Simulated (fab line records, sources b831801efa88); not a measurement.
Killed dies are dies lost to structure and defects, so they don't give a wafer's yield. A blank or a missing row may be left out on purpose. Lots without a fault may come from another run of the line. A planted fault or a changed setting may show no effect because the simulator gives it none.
Chamber matching | flow sky130 | SKY_LI_CONTACT_CMP_24 on cmp-01: 4 sister chambers
The step polishes, stops on PSG, t overpolish 20 s, target thk 0 nm. 16 wafers are shown with their chamber, then 8 later ones without.

WAFERS WITH THEIR CHAMBER
wafer  | chamber | motor_current_A (A) | time_to_endpoint_s (s) | overpolish_run_s (s)
L445.1 | 3       | 11.1                | 91                     | 19.999
L445.4 | 1       | 9.5                 | 94                     | 20.004
L445.5 | 1       | 10.1                | 91                     | 20.013
L448.1 | 2       | 11.1                | 96                     | 20.008
L448.3 | 0       | 11.5                | 100                    | 20.003
L448.6 | 1       | 10.0                | 97                     | 20.010
L457.1 | 2       | 11.4                | 94                     | 19.984
L457.2 | 0       | 11.0                | 100                    | 20.006
L457.3 | 3       | 11.1                | 98                     | 20.008
L458.1 | 2       | 11.6                | 98                     | 20.004
L458.3 | 0       | 11.9                | 100                    | 19.999
L458.6 | 3       | 10.9                | 100                    | 19.997
L459.3 | 3       | 10.0                | 96                     | 20.007
L459.4 | 0       | 11.2                | 100                    | 19.996
L459.5 | 2       | 11.8                | 97                     | 20.002
L462.1 | 0       | 11.1                | 100                    | 19.993

SIGNATURES (means of the wafers above)
reading            | chamber 0 | chamber 1 | chamber 2 | chamber 3 | scatter within a chamber
motor_current_A    | 11.340    | 9.867     | 11.475    | 10.775    | 0.391
time_to_endpoint_s | 100.00    | 94.00     | 96.25     | 96.25     | 2.44
overpolish_run_s   | 19.99940  | 20.00900  | 19.99950  | 20.00275  | 0.00697
Rule: a wafer's distance from a chamber is the root of the sum, over the readings, of the square of ((its reading less the chamber's mean) divided by the reading's scatter). The wafer belongs to the nearest chamber; if the next one is less than 2 further off, it can't be placed. The scatter: the root of (the sum of the squares of (reading less its chamber's mean) over the shown wafers, divided by (wafers less chambers)).

WAFERS WITHOUT THEIR CHAMBER
wafer  | motor_current_A (A) | time_to_endpoint_s (s) | overpolish_run_s (s)
L462.4 | 11.7                | 95                     | 19.996
L462.5 | 11.2                | 101                    | 20.001
L464.1 | 10.5                | 97                     | 20.011
L464.4 | 10.7                | 98                     | 20.004
L464.5 | 10.3                | 98                     | 20.002
L467.1 | 10.0                | 95                     | 19.974
L467.4 | 11.6                | 94                     | 20.002
L467.5 | 10.1                | 96                     | 20.000

WHICH CHAMBER EACH WENT THROUGH
wafer  | from the rows above               | in truth
L462.4 | can't be placed: 2 or 0 or 3      | 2
L462.5 | can't be placed: 0 or 2 or 3      | 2
L464.1 | can't be placed: 3 or 1 or 0 or 2 | 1
L464.4 | can't be placed: 3 or 0 or 2      | 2
L464.5 | can't be placed: 3 or 1 or 0 or 2 | 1
L467.1 | can't be placed: 3 or 1 or 2 or 0 | 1
L467.4 | can't be placed: 2 or 3 or 0      | 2
L467.5 | can't be placed: 1 or 3 or 2 or 0 | 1
Placed correctly: 0 of 8. Can't be placed from these rows: 8 (the true chamber is among the candidates in 8). Placed wrongly: 0.
